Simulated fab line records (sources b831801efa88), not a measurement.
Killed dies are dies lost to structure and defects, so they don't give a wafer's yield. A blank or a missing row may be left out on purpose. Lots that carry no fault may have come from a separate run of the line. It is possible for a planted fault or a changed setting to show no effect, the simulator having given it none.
Problem report in the 8D (eight disciplines) form, filled by code || flow sky130 || the parts of the form that need people (team, actions taken, sign-off) are left out

== 1. THE ISSUE ==
Wafers without a fault read 2.68 s, standard deviation 0.031; strip_time_to_endpoint_s at SKY_METAL2_STRIP_20 reads a mean of 2.44 s on 9 wafers belonging to 3 lots. That puts it -7.7 standard deviations away from the usual mean.
The step: strips in O2/N2.
First seen on wafer L821.2, day 39 15:31, on plasma_asher-02. The record holds 30 wafers of 10 lots with a number at this step. By rule, "out" or "out of limits" means more than 4 standard deviations away from the usual mean. The rest of the wafers with a number are treated as sound.

== 2. WHAT IT IS AND WHAT IT IS NOT ==
{"question": "which readings at this step", "is": "strip_time_to_endpoint_s", "is not": "drypump_motor_current_A"}
{"question": "which lots", "is": "L821, L823, L825", "is not": "L809, L811, L814, L815, L826, L827, L828"}
{"question": "which wafers of those lots", "is": "all that have a number", "is not": "-"}
{"question": "read on which tools", "is": "plasma_asher-01, plasma_asher-02, plasma_asher-03", "is not": "-"}
{"question": "when", "is": "from day 39 15:31", "is not": "up to then (12 sound wafers); but 9 sound wafers of L826, L827, L828 came after"}

== 3. SUSPECTS, AND WHAT RULES EACH OUT ==
Counting: any tool at a process step up to the reading is kept as a suspect provided that every lot that is out went through it and no sound lot did after the first of them.
- rie_metal-03 at SKY_METAL1_METAL_ETCH_19 (etches the open film in Cl2/BCl3, stops on SiO2, target depth 360 nm, time 78 s): ruled out as a lasting fault. Following L821 (day 37 09:06), the first lot on it that is out, the sound lots L827 were run on it.
- rie_metal-02 at SKY_METAL2_ETCH_18 (etches BARC in N2/H2, stops on SiO2, time 45.9 s, target depth 60 nm): kept. It ran every lot that is out, first L821 (day 39 14:44), and no sound lot after that; its last sound lot up to then is L814 (day 37 05:34).
Remaining after the count: rie_metal-02 at SKY_METAL2_ETCH_18.

== 4. THE CAUSE (what the simulator had put in) ==
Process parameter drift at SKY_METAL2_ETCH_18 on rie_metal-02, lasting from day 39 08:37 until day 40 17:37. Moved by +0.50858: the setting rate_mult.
Counting left only this tool.

== 5. THE CHAIN OF EFFECTS, in route order ==
Each row: a reading where the mean over the struck wafers with a number is more than 3 standard deviations away from the usual. Only readings whose record carries a usual standard deviation are examined. hours: median over the lots of the time between each lot's start at the first step of this table that gives one and its start at this step. sigmas: the change, counted in usual standard deviations.
{"hours": 0, "step": "SKY_METAL2_STRIP_20", "reading": "strip_time_to_endpoint_s", "usual": "2.68 s", "on struck wafers": 2.44, "change": -0.24, "sigmas": -7.7}
It contains these process steps:
- SKY_METAL2_STRIP_20: strips in O2/N2.

== 6. WHAT WOULD HAVE CAUGHT IT SOONER ==
In this record no reading fell out of limits until day 39 15:31, 7 hours after the fault had begun at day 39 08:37.
Of the tool readings at SKY_METAL2_ETCH_18 for which the record gives a usual standard deviation, none was out on any struck wafer, so an alarm limit of 4 standard deviations on them would not have fired.
Among the 3 lots that are out, L823, L825 began SKY_METAL2_ETCH_18 on rie_metal-02 after day 39 15:31. A hold on the tool at that time would have spared those 2.
